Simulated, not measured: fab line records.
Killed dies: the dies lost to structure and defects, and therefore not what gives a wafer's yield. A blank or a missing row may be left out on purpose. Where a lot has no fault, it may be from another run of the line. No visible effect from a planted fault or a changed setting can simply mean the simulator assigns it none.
Which of the tools did it? || flow gf180mcu || 11 lots, 33 wafers sampled, at 3 steps of a route of 602

WHAT THE GAUGES READ, wafer by wafer
GF_V2_RS_MEAS_24: the measuring method here is four-point-probe.
{"lot": "L235", "measured": "day 20 19:36", "on": "film_metro-04", "V2_W_RS (ohm/sq)": "0.331 0.322 0.323"}
{"lot": "L238", "measured": "day 21 22:32", "on": "film_metro-03", "V2_W_RS (ohm/sq)": "0.326 0.329 0.327"}
{"lot": "L241", "measured": "day 22 12:53", "on": "film_metro-04", "V2_W_RS (ohm/sq)": "0.333 0.329 0.333"}
{"lot": "L242", "measured": "day 22 19:15", "on": "film_metro-04", "V2_W_RS (ohm/sq)": "0.337 0.337 0.328"}
{"lot": "L244", "measured": "day 23 15:23", "on": "film_metro-03", "V2_W_RS (ohm/sq)": "0.511 0.517 0.524"}
{"lot": "L245", "measured": "day 24 05:07", "on": "film_metro-01", "V2_W_RS (ohm/sq)": "0.522 0.522 0.518"}
{"lot": "L253", "measured": "day 26 17:52", "on": "film_metro-01", "V2_W_RS (ohm/sq)": "0.317 0.324 0.318"}
{"lot": "L255", "measured": "day 27 02:46", "on": "film_metro-01", "V2_W_RS (ohm/sq)": "0.322 0.327 0.325"}
{"lot": "L256", "measured": "day 27 17:04", "on": "film_metro-04", "V2_W_RS (ohm/sq)": "0.333 0.330 0.326"}
{"lot": "L257", "measured": "day 27 18:43", "on": "film_metro-04", "V2_W_RS (ohm/sq)": "0.317 0.325 0.327"}
{"lot": "L258", "measured": "day 28 00:20", "on": "film_metro-03", "V2_W_RS (ohm/sq)": "0.322 0.327 0.316"}

WHICH TOOL RAN EACH LOT (tool, then ch and the chambers of the sampled wafers, then the start)
{"lot": "L235", "GF_V2_SPUTTER_22": "pvd_sputter-04, day 20 19:26", "GF_V2_CVD_23": "cvd_w-02 ch 0,1, day 20 19:28"}
{"lot": "L238", "GF_V2_SPUTTER_22": "pvd_sputter-03, day 21 22:22", "GF_V2_CVD_23": "cvd_w-01 ch 0, day 21 22:24"}
{"lot": "L241", "GF_V2_SPUTTER_22": "pvd_sputter-02, day 22 12:44", "GF_V2_CVD_23": "cvd_w-01 ch 0,1, day 22 12:46"}
{"lot": "L242", "GF_V2_SPUTTER_22": "pvd_sputter-02, day 22 19:05", "GF_V2_CVD_23": "cvd_w-02 ch 0,1, day 22 19:07"}
{"lot": "L244", "GF_V2_SPUTTER_22": "pvd_sputter-03, day 23 15:13", "GF_V2_CVD_23": "cvd_w-01 ch 0,1, day 23 15:16"}
{"lot": "L245", "GF_V2_SPUTTER_22": "pvd_sputter-03, day 24 04:58", "GF_V2_CVD_23": "cvd_w-01 ch 0,1, day 24 04:59"}
{"lot": "L253", "GF_V2_SPUTTER_22": "pvd_sputter-04, day 26 17:43", "GF_V2_CVD_23": "cvd_w-02 ch 0,1, day 26 17:45"}
{"lot": "L255", "GF_V2_SPUTTER_22": "pvd_sputter-02, day 27 02:37", "GF_V2_CVD_23": "cvd_w-02 ch 0,1, day 27 02:40"}
{"lot": "L256", "GF_V2_SPUTTER_22": "pvd_sputter-03, day 27 16:52", "GF_V2_CVD_23": "cvd_w-01 ch 0,1, day 27 16:56"}
{"lot": "L257", "GF_V2_SPUTTER_22": "pvd_sputter-03, day 27 18:32", "GF_V2_CVD_23": "cvd_w-02 ch 0,1, day 27 18:35"}
{"lot": "L258", "GF_V2_SPUTTER_22": "pvd_sputter-02, day 28 00:10", "GF_V2_CVD_23": "cvd_w-02 ch 0,1, day 28 00:12"}
- GF_V2_SPUTTER_22: material TiN, target thk 10 nm, time 40 s.
- GF_V2_CVD_23: deposits W, target thk 350 nm, time 104.94 s.

THE ANSWER, worked out from the rows above alone
Rule: what is usual is taken from the lots themselves. The widest of any qualifying gaps counts: lots, ordered by their means at a reading, are off when they make up no more than a third of the lots, leave a main group of 4 or more, and stand apart from it by 3 or more times the standard deviation of that group's means. If all means in a main group match to the digits the tables above print for the reading, that group is not used. A lot without any number at a reading at which 4 lots or more have one is off too. Where the step has rows for the other lots, those lots are counted as sound.
Off: L244, L245, seen at GF_V2_RS_MEAS_24 (V2_W_RS). The main group: mean 0.326 ohm/sq, standard deviation 0.0045.
A tool fits if, at a process step before that reading, it ran every lot that is off, and no sound lot after the first of them. Gauges at GF_V2_RS_MEAS_24: tried the same way as those tools. Of those tried, none fits.

WHAT HAD BEEN PUT IN BY THE SIMULATOR
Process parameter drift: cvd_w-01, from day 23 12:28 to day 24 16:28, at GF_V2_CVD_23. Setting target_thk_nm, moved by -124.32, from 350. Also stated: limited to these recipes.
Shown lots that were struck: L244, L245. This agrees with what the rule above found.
